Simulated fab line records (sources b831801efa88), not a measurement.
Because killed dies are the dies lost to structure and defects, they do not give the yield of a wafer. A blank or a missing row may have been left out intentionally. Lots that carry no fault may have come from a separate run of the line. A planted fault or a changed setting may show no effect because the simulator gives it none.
Shared-tool check | flow gf180mcu | 13 lots, 48 wafers sampled

== REASON IT WAS OPENED ==
Of 13 lots, 3 have the reading HV_LDD_2_TW flagged at GF_HV_LDD_TW_MEAS_23. Fault-free wafers read 1062, with a standard deviation of 16.
Rule: a lot is flagged when every wafer of it that has a number lies more than 4 standard deviations from that mean, or none has a number. All remaining lots are regarded as sound.

lot  | measured     | on            | HV_LDD_2_TW, wafer by wafer   | flag
L660 | day 11 06:46 | film_metro-01 | 1041 1042 1033                |
L664 | day 12 18:23 | film_metro-03 | 1083 1077 1077                |
L665 | day 12 21:49 | film_metro-04 | 2482 2498 2486 2491 2484 2494 | FLAGGED
L666 | day 13 06:59 | film_metro-01 | 2425 2436 2432 2432 2431 2423 | FLAGGED
L667 | day 13 12:58 | film_metro-01 | 2427 2437 2436 2430 2430 2427 | FLAGGED
L671 | day 15 05:52 | film_metro-01 | 1038 1035 1032                |
L673 | day 15 19:47 | film_metro-03 | 1073 1069 1072                |
L674 | day 16 01:02 | film_metro-03 | 1074 1073 1078                |
L676 | day 16 18:19 | film_metro-04 | 1072 1072 1075                |
L677 | day 16 22:58 | film_metro-03 | 1080 1075 1075                |
L679 | day 17 10:31 | film_metro-01 | 1035 1035 1033                |
L680 | day 17 14:07 | film_metro-03 | 1073 1074 1076                |
L681 | day 18 00:42 | film_metro-01 | 1039 1033 1038                |
The mean of the flagged lots' numbers is 2450, +1388 from the usual (+87 standard deviations).

== TOOL THAT RAN EACH LOT ==
Before the reading, the record contains 2 process steps out of a 602-step route. Every cell lists first the tool, next ch and the chambers used by the sampled wafers, and last the start.
lot  | flag    | GF_VT_IMPLANT_RTA_45             | GF_HV_LDD_COAT_02
L660 |         | rtp_anneal-01 ch 0, day 8 01:25  | litho_track-03 ch 0, day 10 03:13
L664 |         | rtp_anneal-02 ch 0, day 9 06:56  | litho_track-02 ch 0, day 11 12:49
L665 | FLAGGED | rtp_anneal-01 ch 0, day 9 10:10  | litho_track-03, day 11 16:10
L666 | FLAGGED | rtp_anneal-01 ch 0, day 9 19:44  | litho_track-02, day 12 01:39
L667 | FLAGGED | rtp_anneal-02 ch 0, day 10 01:29 | litho_track-03, day 12 06:51
L671 |         | rtp_anneal-02 ch 0, day 11 10:59 | litho_track-02 ch 0, day 13 20:49
L673 |         | rtp_anneal-01 ch 0, day 12 00:40 | litho_track-01 ch 0, day 14 10:12
L674 |         | rtp_anneal-01 ch 0, day 12 04:40 | litho_track-01 ch 0, day 14 16:09
L676 |         | rtp_anneal-02 ch 0, day 12 19:34 | litho_track-02 ch 0, day 15 07:37
L677 |         | rtp_anneal-02 ch 0, day 13 01:00 | litho_track-03 ch 0, day 15 12:43
L679 |         | rtp_anneal-01 ch 0, day 13 09:08 | litho_track-03 ch 0, day 16 00:03
L680 |         | rtp_anneal-01 ch 0, day 13 15:52 | litho_track-02 ch 0, day 16 04:27
L681 |         | rtp_anneal-02 ch 0, day 14 00:37 | litho_track-03 ch 0, day 16 14:16
What the steps here do:
- GF_VT_IMPLANT_RTA_45: time 30 s.
- GF_HV_LDD_COAT_02: resist thk 1000 nm.
- GF_HV_LDD_TW_MEAS_23

== FLAGGED OVER TOTAL, TOOL BY TOOL (the gauges that took the reading come last) ==
step                 | tool           | lots run | flagged | share of the flagged lots | sound lots run after its first flagged lot
GF_VT_IMPLANT_RTA_45 | rtp_anneal-01  | 7        | 2       | some                      | 4 (L673,L674,L679,L680)
GF_VT_IMPLANT_RTA_45 | rtp_anneal-02  | 6        | 1       | some                      | 4 (L671,L676,L677,L681)
GF_HV_LDD_COAT_02    | litho_track-01 | 2        | 0       | none                      | -
GF_HV_LDD_COAT_02    | litho_track-02 | 5        | 1       | some                      | 3 (L671,L676,L680)
GF_HV_LDD_COAT_02    | litho_track-03 | 6        | 2       | some                      | 3 (L677,L679,L681)
GF_HV_LDD_TW_MEAS_23 | film_metro-01  | 6        | 2       | some                      | 3 (L671,L679,L681)
GF_HV_LDD_TW_MEAS_23 | film_metro-03  | 5        | 0       | none                      | -
GF_HV_LDD_TW_MEAS_23 | film_metro-04  | 2        | 1       | some                      | 1 (L676)

== THE TABLE: WHAT IT ALLOWS ==
No row of the table ran every flagged lot.

== WHAT WAS PUT IN BY THE SIMULATOR ==
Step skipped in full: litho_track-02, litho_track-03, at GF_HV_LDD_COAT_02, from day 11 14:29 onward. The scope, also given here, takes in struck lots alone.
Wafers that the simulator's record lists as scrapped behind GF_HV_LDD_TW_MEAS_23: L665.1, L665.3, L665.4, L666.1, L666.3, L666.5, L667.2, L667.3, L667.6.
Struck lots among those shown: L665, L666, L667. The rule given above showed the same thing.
